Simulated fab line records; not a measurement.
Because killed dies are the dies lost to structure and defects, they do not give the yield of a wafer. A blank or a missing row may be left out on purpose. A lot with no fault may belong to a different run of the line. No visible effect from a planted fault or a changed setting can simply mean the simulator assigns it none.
Which tool was responsible?	flow sky130	12 lots, 36 wafers sampled, at 3 steps of a route of 708

## WHAT EACH GAUGE READ, for each wafer
SKY_POLY_CUT_CD_MEAS_08: the cd target is 270 nm. Usual: cdNm reads 270.7 nm (standard deviation 1.4).
lot	measured	on	cdNm (nm)	flag
L906	day 24 17:31	cdSem-01	273.1 273.4 271.9	
L907	day 25 07:21	cdSem-02	269.0 268.4 270.9	
L908	day 25 20:26	cdSem-02	269.2 267.8 267.8	
L911	day 26 21:50	cdSem-02	271.7 272.3 271.7	
L922	day 30 16:53	cdSem-02	271.8 272.0 272.0	
L924	day 31 15:32	cdSem-02	272.0 271.3 272.2	
L925	day 31 19:05	cdSem-02	268.4 269.4 269.9	
L927	day 31 21:32	cdSem-02	271.9 271.6 269.9	
L926	day 32 00:21	cdSem-02	271.2 272.3 271.6	

## WHAT TOOL EACH LOT RAN ON (gives the tool, then ch and the chambers of the sampled wafers, and finally the start)
lot	SKY_LDD_P_STRIP_10	SKY_LDD_LDN_STRIP_12
L906	plasmaAsher-02 ch 0,1, day 19 11:20	plasmaAsher-03 ch 0,1, day 23 08:16
L907	plasmaAsher-01 ch 0,1, day 20 03:23	plasmaAsher-01 ch 0,1, day 24 00:10
L908	plasmaAsher-01 ch 0,1, day 20 15:23	plasmaAsher-04 ch 0,1, day 24 10:49
L911	plasmaAsher-01 ch 0, day 21 19:08	plasmaAsher-03 ch 1, day 25 15:07
L917	plasmaAsher-04 ch 0,1, day 24 03:46	plasmaAsher-04 ch 0,1, day 27 20:59
L918	plasmaAsher-04 ch 0,1, day 24 11:46	plasmaAsher-04 ch 0,1, day 28 05:52
L919	plasmaAsher-04 ch 0,1, day 24 21:56	plasmaAsher-04 ch 0,1, day 28 14:44
L922	plasmaAsher-01 ch 0,1, day 25 19:13	plasmaAsher-04 ch 0,1, day 29 10:56
L924	plasmaAsher-02 ch 0,1, day 26 21:13	plasmaAsher-04 ch 0,1, day 30 10:10
L925	plasmaAsher-04 ch 0,1, day 26 23:41	plasmaAsher-04 ch 1, day 30 12:46
L927	plasmaAsher-01 ch 0, day 27 03:38	plasmaAsher-01 ch 0,1, day 30 17:01
L926	plasmaAsher-01 ch 0,1, day 27 05:02	plasmaAsher-01 ch 0,1, day 30 18:34
- SKY_LDD_P_STRIP_10: strips in O2/N2.
- SKY_LDD_LDN_STRIP_12: strips in O2/N2.

## WHAT THE TOOLS THEMSELVES READ (means of the sampled wafers that have a number; where no wafer has one, the mark that the record gives instead)
SKY_LDD_P_STRIP_10. Usual: chamberPressureMTorr 1500.1 mTorr, standard deviation 1.4; drypumpMotorCurrentA 5.87 A, standard deviation 0.25; oesProductAu 0.716 a.u., standard deviation 0.0045; stripTimeToEndpointS 14.17 s, standard deviation 0.039.
lot	tool	chamberPressureMTorr (mTorr)	drypumpMotorCurrentA (A)	oesProductAu (a.u.)	stripTimeToEndpointS (s)	flag
L906	plasmaAsher-02	1500.6	5.62	0.716	14.12	
L907	plasmaAsher-01	1499.9	5.85	0.718	14.11	
L908	plasmaAsher-01	1499.3	5.74	0.712	14.17	
L911	plasmaAsher-01	1499.2	5.55	0.716	14.11	
L917	plasmaAsher-04	1500.2	6.04	0.718	14.16	
L918	plasmaAsher-04	1500.7	6.06	0.717	14.16	
L919	plasmaAsher-04	1499.8	6.16	0.713	14.24	
L922	plasmaAsher-01	1499.7	5.72	0.713	14.20	
L924	plasmaAsher-02	1500.1	5.63	0.715	14.22	
L925	plasmaAsher-04	1499.0	6.07	0.712	14.23	
L927	plasmaAsher-01	1500.0	5.59	0.718	14.20	
L926	plasmaAsher-01	1500.9	5.73	0.720	14.18	

SKY_LDD_LDN_STRIP_12. Usual: chamberPressureMTorr 1499.9 mTorr, standard deviation 1.5; drypumpMotorCurrentA 6.07 A, standard deviation 0.25; oesProductAu 0.715 a.u., standard deviation 0.004; stripTimeToEndpointS 14.20 s, standard deviation 0.037.
lot	tool	chamberPressureMTorr (mTorr)	drypumpMotorCurrentA (A)	oesProductAu (a.u.)	stripTimeToEndpointS (s)	flag
L906	plasmaAsher-03	1499.7	6.31	0.713	14.19	
L907	plasmaAsher-01	1500.0	5.88	0.715	14.19	
L908	plasmaAsher-04	1499.5	6.14	0.716	14.24	
L911	plasmaAsher-03	1498.8	6.02	0.716	14.18	
L917	plasmaAsher-04	-	-	-	-	OFF
L918	plasmaAsher-04	-	-	-	-	OFF
L919	plasmaAsher-04	-	-	-	-	OFF
L922	plasmaAsher-04	1500.5	6.16	0.714	14.20	
L924	plasmaAsher-04	1500.1	6.13	0.715	14.24	
L925	plasmaAsher-04	1499.8	5.97	0.717	14.17	
L927	plasmaAsher-01	1500.4	5.87	0.711	14.16	
L926	plasmaAsher-01	1499.8	5.87	0.711	14.26	

## THE ANSWER, worked out from the rows above alone
Rule: a lot is off if the mean of its wafers that have a number lies more than 3 standard deviations from the usual mean. Also off: a lot with no number at a reading for which 4 or more lots have one. All remaining lots with rows at the step are treated as sound. After the gauges, taken in route order, come the tools' own readings; for these a lot's mean is taken, as printed above. The first step at which some lot is off is used, and at that step the reading that is off furthest; a lot without a number counts as furthest.
Off: L917, L918, L919, at SKY_LDD_LDN_STRIP_12 (chamberPressureMTorr). Without a number there: L917, L918, L919.
A tool fits if, at that step or a process step before it, it ran every lot that is off, and no sound lot after the first of them. Of those tried, none fits.

## WHAT WAS PUT IN BY THE SIMULATOR
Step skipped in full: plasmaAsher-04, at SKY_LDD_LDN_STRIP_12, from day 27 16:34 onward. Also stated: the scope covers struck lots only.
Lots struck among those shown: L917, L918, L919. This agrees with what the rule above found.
